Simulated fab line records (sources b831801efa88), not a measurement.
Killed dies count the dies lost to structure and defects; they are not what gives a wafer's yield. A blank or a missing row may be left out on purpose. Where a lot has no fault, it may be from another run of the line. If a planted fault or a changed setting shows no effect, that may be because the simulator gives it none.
The tool behind it: which one? | flow gf180mcu | 17 wafers sampled from 6 lots at 1 step of a route of 602

WHAT EACH GAUGE READ, for each wafer
GF_STI_THK_MEAS_02.
lot  | measured    | on           | STI_OXIDATION_THK (nm)
L340 | day 1 21:32 | filmMetro-03 | 9.89 10.07 9.81
L342 | day 2 08:44 | filmMetro-04 | 10.10 10.33 9.92
L345 | day 2 22:42 | filmMetro-01 | 10.00 9.86 9.93
L347 | day 3 09:46 | filmMetro-01 | 9.79 9.85 9.72
L349 | day 3 19:11 | filmMetro-04 | 9.89 10.12 9.90
L356 | day 5 05:32 | filmMetro-03 | 9.83 9.83

EACH LOT AND THE TOOL THAT RAN IT (in order: tool; ch and the chambers of the sampled wafers; start)
The record shows no process step preceding these readings.

THE ANSWER, worked out from the rows above alone
Rule: the lots themselves supply what counts as usual. Put in order of their means at a reading, lots are off if they are a third of the lots or fewer, leave a main group of 4 or more, and stand apart from it by a gap of 3 or more times the standard deviation of the main group's means; of several such gaps the widest counts. The tables above print the reading to a certain number of digits; a main group whose means all agree to those digits is not used. A lot without any number at a reading at which 4 lots or more have one is off too. The other lots that the step has rows for count as sound.
Across all readings shown, no lot is off: no conclusion can be drawn from this.

WHAT THE SIMULATOR HAD INSERTED
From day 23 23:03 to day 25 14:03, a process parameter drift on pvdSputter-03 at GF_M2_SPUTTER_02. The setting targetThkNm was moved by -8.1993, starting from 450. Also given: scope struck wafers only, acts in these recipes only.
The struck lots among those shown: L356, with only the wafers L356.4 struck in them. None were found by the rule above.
